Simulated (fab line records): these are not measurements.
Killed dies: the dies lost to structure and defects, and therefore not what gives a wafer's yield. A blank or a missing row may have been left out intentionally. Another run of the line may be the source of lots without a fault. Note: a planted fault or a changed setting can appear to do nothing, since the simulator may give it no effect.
A struck lot beside a sound one ; flow sky130 ; 43 steps out of a route of 708
Sound: wafers L552.2, L552.4, L552.6. Struck: wafer L566.3. Last of all comes the cause.
At each step with rows: each side's tool, then ch and its chambers, then its first start. Under that, the readings that differ: sound wafers ; struck wafers ; difference of the means ; sigmas: that difference in standard deviations of wafers without a fault.
alike: words and numbers the same on both sides, and readings whose means are apart by under 2 such deviations; not compared: readings that were withheld, readings missing a value for some wafer, numbers with overlapping values and no deviation given by the record, and bounds like >300 which may hide the same value.
The two part at a step that has a row with sigmas, a row that says differs or no value, or rows on one side only. When numbers do not overlap yet have no deviation, they are printed without sigmas and do not part them. A reading that every wafer of one side lacks parts them only if that side has two wafers or more.

first, 6 steps without rows for these wafers: SKY_VIA4_HMDS_05 (prime time 60 s); SKY_VIA4_COAT_06 (resist thk 1140 nm); SKY_VIA4_SOFTBAKE_07 (time 60 s); SKY_VIA4_EXPOSE_08 (exposes mask VIM4, target cd 800 nm); SKY_VIA4_PEB_09; SKY_VIA4_DEVELOP_10 (develop time 60 s).
SKY_VIA4_OVL_MEAS_11:
  sound on overlay-02, day 43 01:01; struck on overlay-02, day 46 12:26
  alike: VIA4_OVL
then, 5 steps without rows for these wafers: SKY_VIA4_ETCH_12 (etches SiO2 in C4F8/O2/Ar, stops on TiN, target depth 580 nm); SKY_VIA4_STRIP_13 (strips in O2/N2); SKY_VIA4_STRIP_14 (strips in post etch residue remover, time 1200 s); SKY_VIA4_CLEAN_15 (cleans in IPA, time 180 s); SKY_VIA4_CLEAN_16 (cleans in O3/DIW).
SKY_VIA4_SPUTTER_17: material TiN, target thk 20 nm, time 80 s.
  sound on pvd-sputter-04, day 43 01:43; struck on pvd-sputter-04, day 46 13:07
  alike: throttle-valve-pct
SKY_VIA4_CVD_18: deposits W, target thk 505 nm, time 152.14 s.
  sound on cvd-w-01 ch 0,1, day 43 01:46; struck on cvd-w-02 ch 1, day 46 13:14
  alike: heater-power-w
SKY_VIA4_RS_MEAS_19: measures by four-point-probe.
  sound on film-metro-04, day 43 01:56; struck on film-metro-04, day 46 13:22
reading;sound;struck;difference;sigmas
VIA4_W_RS (ohm/sq);0.2214 0.2214 0.2196;0.2305;+0.0097;+3
SKY_VIA4_THK_MEAS_20: measures by xrf.
  sound on film-metro-04, day 43 02:03; struck on film-metro-04, day 46 13:28
reading;sound;struck;difference;sigmas
VIA4_W_THK (nm);515 516 519;501;-16;-2
then, 1 step without rows for these wafers: SKY_VIA4_CMP_21 (polishes, stops on SiO2, t overpolish 25 s, target thk 0 nm).
SKY_METAL5_SPUTTER_00: material Ti, target thk 15 nm, time 10 s.
  sound on pvd-sputter-02, day 43 02:34; struck on pvd-sputter-03, day 46 13:49
  alike: throttle-valve-pct
then, 2 steps without rows for these wafers: SKY_METAL5_SPUTTER_01 (material TiN, target thk 20 nm, time 16.7 s); SKY_METAL5_SPUTTER_02 (material AlCu, target thk 1150 nm, time 61.2 s).
SKY_METAL5_SPUTTER_03: material Ti, target thk 5 nm, time 3.3 s.
  sound on pvd-sputter-02, day 43 02:40; struck on pvd-sputter-03, day 46 13:55
  alike: throttle-valve-pct
then, 1 step without rows for these wafers: SKY_METAL5_SPUTTER_04 (material TiN, target thk 70 nm, time 58.3 s).
SKY_METAL5_RS_MEAS_05: measures by four-point-probe.
  sound on film-metro-04, day 43 02:45; struck on film-metro-01, day 46 14:01
  alike: METAL5_ALCU_RS
SKY_METAL5_THK_MEAS_06: measures by xrf.
  sound on film-metro-04, day 43 02:52; struck on film-metro-01, day 46 14:07
  alike: METAL5_ALCU_THK
then, 8 steps without rows for these wafers: SKY_METAL5_DEHYDRATE_07 (time 60 s); SKY_METAL5_HMDS_08 (prime time 60 s); SKY_METAL5_COAT_09 (resist thk 1800 nm); SKY_METAL5_SOFTBAKE_10 (time 60 s); SKY_METAL5_EXPOSE_11 (exposes mask MM5, target cd 1600 nm); SKY_METAL5_PEB_12; SKY_METAL5_DEVELOP_13 (develop time 60 s); SKY_METAL5_DESCUM_14 (chemistry O2, time 11 s).
SKY_METAL5_METAL_ETCH_15: etches the open film in Cl2/BCl3, stops on SiO2, target depth 1260 nm, time 252 s.
  sound on rie-metal-04 ch 0,1, day 44 01:28; struck on rie-metal-01 ch 0, day 47 10:13
  alike: drypump-motor-current-A, oes-product-au, throttle-valve-pct
  not compared: rf-hours-counter-h
then, 4 steps without rows for these wafers: SKY_METAL5_STRIP_16 (strips in O2/N2); SKY_METAL5_STRIP_17 (strips in post etch residue remover, time 1200 s); SKY_METAL5_CLEAN_18 (cleans in IPA, time 180 s); SKY_METAL5_CLEAN_19 (cleans in O3/DIW).
SKY_PASSIVATION_CVD_00: deposits SiO2, target thk 90 nm.
  sound on pecvd-02 ch 0,1, day 44 02:17; struck on pecvd-04 ch 0, day 47 10:58
  alike: heater-power-w
SKY_PASSIVATION_THK_MEAS_01:
  sound on film-metro-03, day 44 02:19; struck on film-metro-02, day 47 11:01
reading;sound;struck;difference;sigmas
PASSIVATION_CVD_00_THK (nm);91.1 90.3 92.3;87.0;-4.2;-4
then, 1 step without rows for these wafers: SKY_PASSIVATION_CVD_02 (deposits Si3N4, target thk 540 nm).
SKY_PASSIVATION_THK_MEAS_03:
  sound on film-metro-01, day 44 02:37; struck on film-metro-01, day 47 11:17
  alike: PASSIVATION_CVD_02_THK
then, 1 step without rows for these wafers: SKY_PASSIVATION_DEHYDRATE_04 (time 60 s).
SKY_PAD_OPEN_PROBE_99:
  sound on prober-01, day 46 01:02; struck on prober-01, day 49 03:40
reading;sound;struck;difference;sigmas
killed_at_M4_up;1 3 3;56;+54;+27
killed-at-front-end;15 15 18;7;-9;-2
killed-dies;86 98 87;128;+38;+4
  alike: killed_at_M0_to_M3, killed-at-contacts, killed-at-other, killed-open, killed-short

WHERE THEY PART
At SKY_VIA4_RS_MEAS_19 first; at SKY_PAD_OPEN_PROBE_99 last (within this record only).

WHY: the cause the simulator had injected
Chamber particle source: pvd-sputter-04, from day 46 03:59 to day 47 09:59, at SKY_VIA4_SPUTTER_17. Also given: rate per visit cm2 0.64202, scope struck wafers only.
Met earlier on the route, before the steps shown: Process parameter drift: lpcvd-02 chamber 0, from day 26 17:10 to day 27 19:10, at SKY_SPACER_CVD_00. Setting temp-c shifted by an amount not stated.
